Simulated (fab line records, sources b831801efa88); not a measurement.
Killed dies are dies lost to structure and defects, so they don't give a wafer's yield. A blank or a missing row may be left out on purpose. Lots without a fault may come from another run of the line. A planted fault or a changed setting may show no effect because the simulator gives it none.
fab line records | flow sky130
record lots=7 wafers=21 last_day=49
route steps=708 shown NWELL@77 PWDE@84 VT_ADJUST_HVTP@85 PAD_OPEN@708
lots that met no fault: from a run of the same line without faults
start_h: hours from the record's first day to the start of the lot's first wafer shown | wait_h: hours since the lot's step before | " the same as in the row above | L1.1+2: a row that stands for several wafers | - no value, or no start given | * or withheld: withheld | < > ~ a bound
route shown NAME@n: a module of which the file shows steps, and the number in the route of the first | usual: mean/standard deviation of fault-free wafers | same: alike in all rows | chamber/n: place in a boat | sites: the reading at each site | _std_site: their standard deviation | _edge_site: outer sites' mean less inner sites' | radius_mm: how far each site lies from the wafer's centre | mask NAME#n: copy n | behind: the tool/chamber that last shaped the wafer | hold: why the lot was held/for how many hours/how that ended | device: the transistor (n, p or np) that didn't switch | end of line: the same wafers' tests at the end of the route | a step without rows: its recipe alone | killed: dies lost to structure and defects at the first sort, not the wafer's yield | map: a wafer's dies, x killed, . not, _ none there
set.NAME: the setting as run; set.NAME@STEP: as run at that earlier step | model.NAME: the simulator's own value behind a step, which no gauge read
lots at some steps of the route; a table a step, a row a wafer
services: from which hour (start_h, from the record's first day; less than 0 if before it) a tool's chamber was out of use, for how many hours, and why
## steps
# step SKY_NWELL_IMPLANT_24
# recipe species=B energy_kev=140 dose_cm2=9.2e+12 tilt_deg=withheld
# step SKY_NWELL_STRIP_25
# recipe chemistry=O2/N2 power_w=1400 pressure_mtorr=1500 platen_temp_c=withheld o2_flow_sccm=3000 n2_flow_sccm=300 overash_fraction=0.5
# usual drypump_motor_current_A=5.66/0.18 oes_product_au=0.722/0.0046 strip_time_to_endpoint_s=36.91/0.091
# columns lot.wafer tool chamber start_h wait_h drypump_motor_current_A oes_product_au rf_hours_counter_h strip_time_to_endpoint_s
L941.1 plasma_asher-03 1 108.76 0.1 5.38 0.719 45 36.87
L941.5 " 1 " " 5.34 0.728 - 36.87
L941.6 " 0 " " 5.88 0.719 - 36.80
L945.4 plasma_asher-03 1 130.75 0.1 5.36 0.722 - 36.97
L945.5 " 1 " " 5.40 0.723 - 36.94
L945.6 " 0 " " 5.84 0.714 - 37.01
L954.1 plasma_asher-02 1 180.71 0.1 5.87 0.732 6 36.90
L954.2 " 0 " " 5.63 0.722 6 36.78
L954.5 " 1 " " 5.88 0.716 - 36.95
L955.1 plasma_asher-01 1 189.71 0.1 5.77 0.724 42 36.78
L955.3 " 1 " " 5.73 0.720 - 36.87
L955.5 " 1 " " 5.76 0.719 - 36.95
L956.1 plasma_asher-03 0 193.36 0.1 5.87 0.729 53 36.89
L956.2 " 1 " " 5.40 0.719 53 36.79
L956.3 " 0 " " 5.89 0.726 - 36.94
L958.2 plasma_asher-02 0 209.67 0.1 5.60 0.722 9 37.03
L958.3 " 1 " " 5.86 0.721 - 37.03
L958.6 " 0 " " 5.62 0.720 - 36.99
L959.2 plasma_asher-02 1 217.76 0.1 5.86 0.726 10 36.90
L959.3 " 1 " " 5.88 0.723 - 36.96
L959.6 " 1 " " 5.88 0.724 - 36.80
# step SKY_NWELL_TW_MEAS_26
# usual NWELL_2_TW=500/3.8
# columns lot.wafer tool chamber start_h wait_h NWELL_2_TW
L941.1 film_metro-04 - 108.86 0.1 495
L941.5 " - " " 496
L941.6 " - " " 498
L945.4 film_metro-03 - 130.85 0.1 501
L945.5 " - " " 501
L945.6 " - " " 498
L954.1 film_metro-03 - 180.81 0.1 501
L954.2 " - " " 500
L954.5 " - " " 498
L955.1 film_metro-03 - 189.81 0.1 498
L955.3 " - " " 501
L955.5 " - " " 501
L956.1 film_metro-04 - 193.46 0.1 497
L956.2 " - " " 494
L956.3 " - " " 499
L958.2 film_metro-04 - 209.78 0.1 499
L958.3 " - " " 494
L958.6 " - " " 497
L959.2 film_metro-03 - 217.87 0.1 499
L959.3 " - " " 501
L959.6 " - " " 502
# step SKY_NWELL_CLEAN_27
# recipe chemistry=SC1/SC2 mix=1:4:20 temp_c=70 time_s=150 dry=n2_spin
# step SKY_NWELL_RTA_28
# recipe temp_c=1050 time_s=30 idle_temp_c=650 ramp_up_c_per_s=150 ramp_down_c_per_s=90 ambient=N2
# usual chamber_o2_ppm=2.001/0.023 lamp_power_pct=25.30/0.057 ramp_up_c_per_s=150.00/0.029 wafer_temp_C_max=1054.9/1.1
# columns lot.wafer tool chamber start_h wait_h chamber_o2_ppm lamp_power_pct ramp_up_c_per_s wafer_temp_C_max
L941.1 rtp_anneal-02 0 108.97 0.0 2.034 25.27 149.99 1055.2
L941.5 " 0 " " 2.037 25.29 149.95 1052.5
L941.6 " 0 " " 1.985 25.29 150.04 1054.9
L945.4 rtp_anneal-01 0 130.99 0.1 2.043 25.21 150.01 1053.4
L945.5 " 0 " " 2.004 25.30 150.00 1053.6
L945.6 " 0 " " 2.010 25.25 149.98 1056.0
L954.1 rtp_anneal-02 0 180.92 0.0 2.008 25.27 150.01 1054.6
L954.2 " 0 " " 1.997 25.21 149.98 1053.7
L954.5 " 0 " " 2.023 25.28 149.99 1056.1
L955.1 rtp_anneal-01 0 189.92 0.0 2.023 25.31 150.05 1055.5
L955.3 " 0 " " 2.018 25.15 149.97 1053.1
L955.5 " 0 " " 2.037 25.27 149.98 1053.8
L956.1 rtp_anneal-01 0 193.57 0.0 2.005 25.38 150.01 1055.3
L956.2 " 0 " " 1.993 25.23 149.99 1055.5
L956.3 " 0 " " 1.963 25.28 150.02 1053.5
L958.2 rtp_anneal-01 0 209.90 0.0 1.990 25.28 150.02 1055.9
L958.3 " 0 " " 1.992 25.32 149.96 1055.4
L958.6 " 0 " " 1.971 25.26 149.97 1055.3
L959.2 rtp_anneal-01 0 217.98 0.0 1.998 25.37 150.03 1055.1
L959.3 " 0 " " 1.996 25.33 149.98 1055.8
L959.6 " 0 " " 1.967 25.28 150.02 1055.7
# step SKY_NWELL_RS_MEAS_29
# recipe thk_meas_gauge=four-point-probe
# usual NWELL_RS=624.4/1.2
# columns lot.wafer tool chamber start_h wait_h NWELL_RS[ohm/sq]
L941.1 film_metro-03 - 109.07 0.1 622.7
L941.5 " - " " 623.6
L941.6 " - " " 624.4
L945.4 film_metro-02 - 131.10 0.1 625.5
L945.5 " - " " 624.5
L945.6 " - " " 624.5
L954.1 film_metro-02 - 181.02 0.1 623.9
L954.2 " - " " 624.2
L954.5 " - " " 623.6
L955.1 film_metro-02 - 190.02 0.1 624.5
L955.3 " - " " 625.8
L955.5 " - " " 625.4
L956.1 film_metro-03 - 193.67 0.1 624.4
L956.2 " - " " 624.9
L956.3 " - " " 625.8
L958.2 film_metro-03 - 210.00 0.1 625.9
L958.3 " - " " 625.2
L958.6 " - " " 624.5
L959.2 film_metro-04 - 218.09 0.1 623.5
L959.3 " - " " 623.2
L959.6 " - " " 624.4
# step SKY_NWELL_RS_MEAS_31
# recipe thk_meas_gauge=four-point-probe
# usual PWDE_RS=5274/16
# columns lot.wafer tool chamber start_h wait_h PWDE_RS[ohm/sq]
L941.1 film_metro-03 - 109.31 0.1 5279
L941.5 " - " " 5296
L941.6 " - " " 5283
L945.4 film_metro-02 - 131.34 0.1 5239
L945.5 " - " " 5250
L945.6 " - " " 5261
L954.1 film_metro-02 - 181.26 0.1 5251
L954.2 " - " " 5261
L954.5 " - " " 5272
L955.1 film_metro-02 - 190.26 0.1 5301
L955.3 " - " " 5281
L955.5 " - " " 5290
L956.1 film_metro-03 - 193.91 0.1 5281
L956.2 " - " " 5273
L956.3 " - " " 5292
L958.2 film_metro-03 - 210.24 0.1 5308
L958.3 " - " " 5291
L958.6 " - " " 5284
L959.2 film_metro-04 - 218.33 0.1 5264
L959.3 " - " " 5281
L959.6 " - " " 5280
# step SKY_VT_ADJUST_HVTP_DEHYDRATE_00
# recipe temp_c=200 time_s=60
# step SKY_VT_ADJUST_HVTP_HMDS_01
# recipe prime_time_s=60 prime_temp_c=120
# step SKY_VT_ADJUST_HVTP_COAT_02
# recipe resist=NOVOLAK spin_rpm=3000 resist_thk_nm=1140
# step SKY_VT_ADJUST_HVTP_SOFTBAKE_03
# recipe temp_c=90 time_s=60 resist=NOVOLAK
# step SKY_VT_ADJUST_HVTP_EXPOSE_04
# recipe mask_id=HVTPM na=0.6 source_shape=conventional sigma_outer=0.6 polarization=unpolarized target_cd_nm=380 dose_mj=140
# usual stage_vel_mm_s=500.01/0.23
# same na=0.6
# columns lot.wafer tool chamber start_h wait_h mask stage_vel_mm_s model.VT_ADJUST_HVTP.overlay_x_nm
L941.1 iline_stepper-02 0 119.07 - HVTPM#0 499.96 0.07802
L941.5 " 0 " " HVTPM#0 499.67 0.07802
L941.6 " 0 " " HVTPM#0 500.04 0.07802
L945.4 iline_stepper-01 0 140.88 - HVTPM#0 500.32 0.4651
L945.5 " 0 " " HVTPM#0 500.36 0.4651
L945.6 " 0 " " HVTPM#0 499.49 0.4651
L954.1 iline_stepper-01 0 191.70 - HVTPM#0 500.46 -0.4598
L954.2 " 0 " " HVTPM#0 499.79 -0.4598
L954.5 " 0 " " HVTPM#0 499.79 -0.4598
L955.1 iline_stepper-01 0 201.27 - HVTPM#0 500.14 38
L955.3 " 0 " " HVTPM#0 499.80 38
L955.5 " 0 " " HVTPM#0 499.66 38
L956.1 iline_stepper-01 0 204.57 - HVTPM#0 500.69 39.46
L956.2 " 0 " " HVTPM#0 500.08 39.46
L956.3 " 0 " " HVTPM#0 500.11 39.46
L958.2 iline_stepper-02 0 221.79 - HVTPM#0 499.83 0.7707
L958.3 " 0 " " HVTPM#0 500.27 0.7707
L958.6 " 0 " " HVTPM#0 499.88 0.7707
L959.2 iline_stepper-01 0 229.64 - HVTPM#0 500.06 38.36
L959.3 " 0 " " HVTPM#0 499.70 38.36
L959.6 " 0 " " HVTPM#0 500.04 38.36
# step SKY_VT_ADJUST_HVTP_PEB_05
# recipe temp_c=withheld time_s=* resist=NOVOLAK
# step SKY_VT_ADJUST_HVTP_DEVELOP_06
# recipe resist=NOVOLAK developer=TMAH develop_time_s=60 dev_temp_c=23
# step SKY_VT_ADJUST_HVTP_CD_MEAS_07
# recipe target_cd_nm=380
# usual cd_nm=379.6/2.5
# columns lot.wafer tool chamber start_h wait_h cd_nm
L941.1 cd_sem-02 - 127.67 0.1 383.6
L941.5 " - " " 383.1
L941.6 " - " " 384.7
L945.4 cd_sem-01 - 150.13 0.1 375.4
L945.5 " - " " 375.7
L945.6 " - " " 376.5
L954.1 cd_sem-01 - 202.62 0.1 379.3
L954.2 " - " " 377.4
L954.5 " - " " 378.3
L955.1 cd_sem-02 - 211.07 0.1 383.3
L955.3 " - " " 380.0
L955.5 " - " " 382.5
L956.1 cd_sem-01 - 214.87 0.1 377.3
L956.2 " - " " 377.6
L956.3 " - " " 378.2
L958.2 cd_sem-01 - 232.39 0.1 378.3
L958.3 " - " " 375.8
L958.6 " - " " 375.3
L959.2 cd_sem-01 - 240.94 0.1 379.5
L959.3 " - " " 380.8
L959.6 " - " " 380.0
# step SKY_VT_ADJUST_HVTP_OVL_MEAS_08
# usual VT_ADJUST_HVTP_OVL=0.0/1.3
# columns lot.wafer tool chamber start_h wait_h VT_ADJUST_HVTP_OVL[nm]
L941.1 overlay-01 - 127.79 0.1 -0.6
L941.5 " - " " -1.4
L941.6 " - " " 0.3
L945.4 overlay-02 - 150.21 0.1 0.3
L945.5 " - " " 0.2
L945.6 " - " " 0.1
L954.1 overlay-02 - 202.74 0.1 0.4
L954.2 " - " " -1.8
L954.5 " - " " 1.2
L955.1 overlay-02 - 211.19 0.1 39.3
L955.3 " - " " 38.4
L955.5 " - " " 37.9
L956.1 overlay-01 - 214.99 0.1 38.7
L956.2 " - " " 38.1
L956.3 " - " " 38.6
L958.2 overlay-02 - 232.50 0.1 4.5
L958.3 " - " " 3.0
L958.6 " - " " 1.4
L959.2 overlay-01 - 241.05 0.1 36.5
L959.3 " - " " 38.5
L959.6 " - " " 38.8
# step SKY_VT_ADJUST_HVTP_IMPLANT_09
# recipe species=As energy_kev=150 dose_cm2=4.3e+12 tilt_deg=withheld
# step SKY_PAD_OPEN_PROBE_99
# usual killed_at_M0_to_M3=44/7 killed_at_M4_up=3.4/1.7 killed_at_contacts=24/4.9 killed_at_front_end=15/4.5 killed_at_other=0.4/0.61 killed_dies=86/9.7 killed_open=47/7.1 killed_short=39/6.1
# same gross_dies=492 killed_at_back_side=0
# columns lot.wafer tool chamber start_h wait_h killed_at_M0_to_M3 killed_at_M4_up killed_at_contacts killed_at_front_end killed_at_other killed_dies killed_open killed_short model.etest.sram_pfet_latch.drive_ua_um model.etest.sram_pfet_latch.off_log10_a_um model.etest.sram_pfet_latch.vt_sat_v
L941.1 prober-01 - 1089.36 0.1 37 5 32 11 0 85 41 44 146 -12.61 -0.767
L941.5 prober-01 - 1089.56 0.2 46 7 28 20 0 101 64 37 143 -12.72 -0.7687
L941.6 prober-01 - 1089.61 0.2 40 5 29 2 0 76 43 33 138.9 -12.83 -0.7797
L945.4 prober-01 - 1107.29 0.2 37 7 26 10 0 80 42 35 136.5 -13.16 -0.8138
L945.5 prober-01 - 1107.34 0.2 39 6 28 17 1 91 46 41 150.9 -12.57 -0.7592
L945.6 prober-01 - 1107.39 0.2 48 4 19 20 0 91 43 45 141.9 -12.88 -0.7916
L954.1 prober-01 - 1153.43 0.1 39 7 23 11 0 80 35 45 145.8 -12.69 -0.7609
L954.2 prober-01 - 1153.48 0.1 51 2 30 15 0 98 55 43 138.3 -13.13 -0.8077
L954.5 prober-01 - 1153.63 0.2 36 4 33 15 1 89 56 33 139.8 -13.15 -0.8055
L955.1 prober-02 - 1162.85 0.1 32 1 22 11 0 66 41 25 139.5 -12.64 -0.7692
L955.3 prober-02 - 1162.95 0.2 45 3 24 16 0 88 48 40 138.5 -12.85 -0.7817
L955.5 prober-02 - 1163.05 0.2 46 2 19 23 2 92 37 53 133.6 -13.04 -0.7997
L956.1 prober-01 - 1169.29 0.1 55 3 17 11 0 86 40 45 154.5 -12.09 -0.7203
L956.2 prober-01 - 1169.34 0.1 36 4 27 11 0 78 47 31 157.8 -11.9 -0.7119
L956.3 prober-01 - 1169.39 0.2 31 6 19 15 1 72 39 31 158.7 -11.96 -0.7056
L958.2 prober-01 - 1177.59 0.1 45 2 20 13 0 80 38 42 139 -12.87 -0.7774
L958.3 prober-01 - 1177.64 0.2 40 3 25 16 0 84 54 29 135.6 -13.01 -0.7922
L958.6 prober-01 - 1177.79 0.2 40 5 23 20 0 88 43 45 141.5 -12.91 -0.7842
L959.2 prober-01 - 1181.53 0.1 51 2 26 21 0 100 60 39 155.3 -12.22 -0.7356
L959.3 prober-01 - 1181.58 0.2 50 3 25 15 0 93 47 43 153.5 -12.17 -0.7266
L959.6 prober-01 - 1181.73 0.2 34 5 29 14 0 82 49 33 152.8 -12.27 -0.7354
# killed by level:class
L941.1 CONTACT:geometric_particle:open=14 CONTACT:geometric_particle:short=10 VIA1:geometric_particle:open=10 VIA1:geometric_particle:short=4 VIA2:geometric_particle:open=4 METAL3:geometric_particle:short=4 FIELD_ISO:geometric_particle:short=3 POLY_GATE:geometric_particle:short=3
L941.5 CONTACT:geometric_particle:open=15 VIA3:geometric_particle:open=9 VIA1:geometric_particle:open=6 FIELD_ISO:geometric_particle:open=5 CONTACT:geometric_particle:short=5 METAL1:geometric_particle:short=5 VIA2:geometric_particle:open=5 METAL2:geometric_particle:short=4
L941.6 CONTACT:geometric_particle:open=12 VIA1:geometric_particle:open=12 LI_CONTACT:geometric_particle:open=7 METAL1:geometric_particle:short=6 VIA1:geometric_particle:short=5 METAL4:geometric_particle:short=5 CONTACT:geometric_particle:short=4 VIA2:geometric_particle:open=4
L945.4 VIA1:geometric_particle:open=10 LI_CONTACT:geometric_particle:open=8 CONTACT:geometric_particle:short=6 VIA1:geometric_particle:short=6 LI_CONTACT:geometric_particle:short=5 VIA2:geometric_particle:open=5 FIELD_ISO:geometric_particle:open=4 CONTACT:geometric_particle:open=4
L945.5 CONTACT:geometric_particle:open=10 VIA1:geometric_particle:open=8 LI_CONTACT:geometric_particle:open=7 METAL2:geometric_particle:short=7 VIA2:geometric_particle:open=6 VIA1:geometric_particle:short=6 CONTACT:geometric_particle:short=5 POLY_GATE:geometric_particle:short=4
L945.6 VIA3:geometric_particle:open=9 VIA1:geometric_particle:short=8 CONTACT:geometric_particle:open=8 VIA1:geometric_particle:open=7 LI_CONTACT:geometric_particle:open=5 VIA2:geometric_particle:open=5 FIELD_ISO:geometric_particle:short=4 POLY_GATE:geometric_particle:open=4
L954.1 METAL1:geometric_particle:short=10 CONTACT:geometric_particle:open=8 CONTACT:geometric_particle:short=8 VIA2:geometric_particle:open=7 LI_CONTACT:geometric_particle:open=6 VIA3:geometric_particle:open=5 VIA1:geometric_particle:short=5 METAL4:geometric_particle:short=5
L954.2 CONTACT:geometric_particle:open=14 METAL1:geometric_particle:short=9 VIA1:geometric_particle:open=9 VIA2:geometric_particle:open=7 VIA3:geometric_particle:open=7 VIA1:geometric_particle:short=6 LI_CONTACT:geometric_particle:open=5 METAL2:geometric_particle:short=5
L954.5 LI_CONTACT:geometric_particle:open=18 CONTACT:geometric_particle:open=11 VIA2:geometric_particle:open=7 VIA1:geometric_particle:short=6 FIELD_ISO:geometric_particle:short=5 VIA2:geometric_particle:short=5 VIA1:geometric_particle:open=5 SPACER:geometric_particle:open=4
L955.1 CONTACT:geometric_particle:open=10 VIA2:geometric_particle:open=8 LI_CONTACT:geometric_particle:open=7 VIA3:geometric_particle:open=7 METAL1:geometric_particle:short=6 SPACER:geometric_particle:short=4 VIA1:geometric_particle:open=4 FIELD_ISO:geometric_particle:open=3
L955.3 CONTACT:geometric_particle:open=12 VIA1:geometric_particle:open=10 METAL3:geometric_particle:short=8 METAL1:geometric_particle:short=6 FIELD_ISO:geometric_particle:open=5 METAL2:geometric_particle:short=5 VIA2:geometric_particle:open=5 FIELD_ISO:geometric_particle:short=4
L955.5 METAL1:geometric_particle:short=12 FIELD_ISO:geometric_particle:short=10 VIA1:geometric_particle:open=7 METAL2:geometric_particle:short=7 VIA2:geometric_particle:open=7 CONTACT:geometric_particle:open=6 FIELD_ISO:geometric_particle:open=5 CONTACT:geometric_particle:short=5
L956.1 METAL2:geometric_particle:short=10 VIA3:geometric_particle:open=9 VIA1:geometric_particle:open=8 CONTACT:geometric_particle:short=7 METAL1:geometric_particle:short=6 VIA2:geometric_particle:short=6 VIA2:geometric_particle:open=5 CONTACT:geometric_particle:open=4
L956.2 VIA2:geometric_particle:open=10 VIA1:geometric_particle:open=10 CONTACT:geometric_particle:open=9 LI_CONTACT:geometric_particle:open=6 CONTACT:geometric_particle:short=6 POLY_GATE:geometric_particle:open=3 LI_CONTACT:geometric_particle:short=3 LOCAL_INTERCONNECT:geometric_particle:short=3
L956.3 VIA1:geometric_particle:open=9 LI_CONTACT:geometric_particle:open=6 CONTACT:geometric_particle:open=6 METAL3:geometric_particle:short=6 POLY_GATE:geometric_particle:open=4 LOCAL_INTERCONNECT:geometric_particle:short=4 METAL4:geometric_particle:short=4 POLY_GATE:geometric_particle:short=3
L958.2 CONTACT:geometric_particle:open=9 VIA2:geometric_particle:open=9 METAL2:geometric_particle:short=8 VIA3:geometric_particle:open=6 FIELD_ISO:geometric_particle:short=5 VIA1:geometric_particle:open=5 LOCAL_INTERCONNECT:geometric_particle:short=5 VIA1:geometric_particle:short=5
L958.3 VIA1:geometric_particle:open=9 LI_CONTACT:geometric_particle:open=9 VIA2:geometric_particle:open=7 VIA3:geometric_particle:open=7 POLY_GATE:geometric_particle:open=6 LOCAL_INTERCONNECT:geometric_particle:short=6 FIELD_ISO:geometric_particle:open=5 CONTACT:geometric_particle:open=5
L958.6 POLY_GATE:geometric_particle:short=10 CONTACT:geometric_particle:open=9 VIA2:geometric_particle:open=7 VIA1:geometric_particle:open=7 METAL1:geometric_particle:short=6 LI_CONTACT:geometric_particle:open=5 VIA1:geometric_particle:short=5 LOCAL_INTERCONNECT:geometric_particle:short=4
L959.2 VIA1:geometric_particle:open=20 CONTACT:geometric_particle:open=11 VIA2:geometric_particle:open=9 CONTACT:geometric_particle:short=7 METAL1:geometric_particle:short=5 POLY_GATE:geometric_particle:short=4 POLY_GATE:geometric_particle:open=4 LI_CONTACT:geometric_particle:open=4
L959.3 VIA1:geometric_particle:open=12 CONTACT:geometric_particle:open=8 LOCAL_INTERCONNECT:geometric_particle:short=5 VIA1:geometric_particle:short=5 VIA2:geometric_particle:open=5 VIA3:geometric_particle:short=5 VIA3:geometric_particle:open=5 FIELD_ISO:geometric_particle:open=4
L959.6 CONTACT:geometric_particle:open=14 CONTACT:geometric_particle:short=7 VIA3:geometric_particle:open=6 VIA2:geometric_particle:open=6 VIA1:geometric_particle:open=6 FIELD_ISO:geometric_particle:open=5 METAL1:geometric_particle:short=5 VIA1:geometric_particle:short=4
## services
# columns tool chamber start_h hours kind
plasma_asher-03 - 93.99 6.8 repair
plasma_asher-01 - 94.68 14.6 pm
plasma_asher-02 - 108.75 9.0 pm
plasma_asher-02 0 108.75 9.0 vent_cycle
plasma_asher-02 1 108.75 9.0 vent_cycle
plasma_asher-02 0 117.75 - clean
plasma_asher-02 1 117.75 - clean
iline_stepper-02 - 132.89 4.4 pm
plasma_asher-02 - 177.45 1.0 repair
iline_stepper-01 0 218.10 - calibration
## key
first_sign step=SKY_VT_ADJUST_HVTP_OVL_MEAS_08 reading=VT_ADJUST_HVTP_OVL direction=up sigmas=29 usual=0.0 struck=38.3
effect none on later readings
model_effect step=SKY_VT_ADJUST_HVTP_EXPOSE_04 value=VT_ADJUST_HVTP.overlay_x_nm without=0.02136 struck=38.6
model_effect step=SKY_PAD_OPEN_PROBE_99 value=etest.sram_pfet_latch.drive_ua_um without=142.1 struck=149.4
met_at SKY_VT_ADJUST_HVTP_EXPOSE_04
struck_wafers L955.1,L955.3,L955.5,L956.1,L956.2,L956.3,L959.2,L959.3,L959.6
tester_left_out L955,L956,L959
onset_between 191.70 201.27
fault kind=scanner_matching_overlay tool=iline_stepper-01 chamber=- onset_h=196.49 steps=SKY_VT_ADJUST_HVTP_EXPOSE_04 offset=38.583
# tester_left_out: of these lots the tester's yield and bins aren't shown, on N5 and GAA mostly nor the transistor test; their killed dies are dies lost to structure and defects alone, not to doping, threshold or leakage, so they don't give the yield
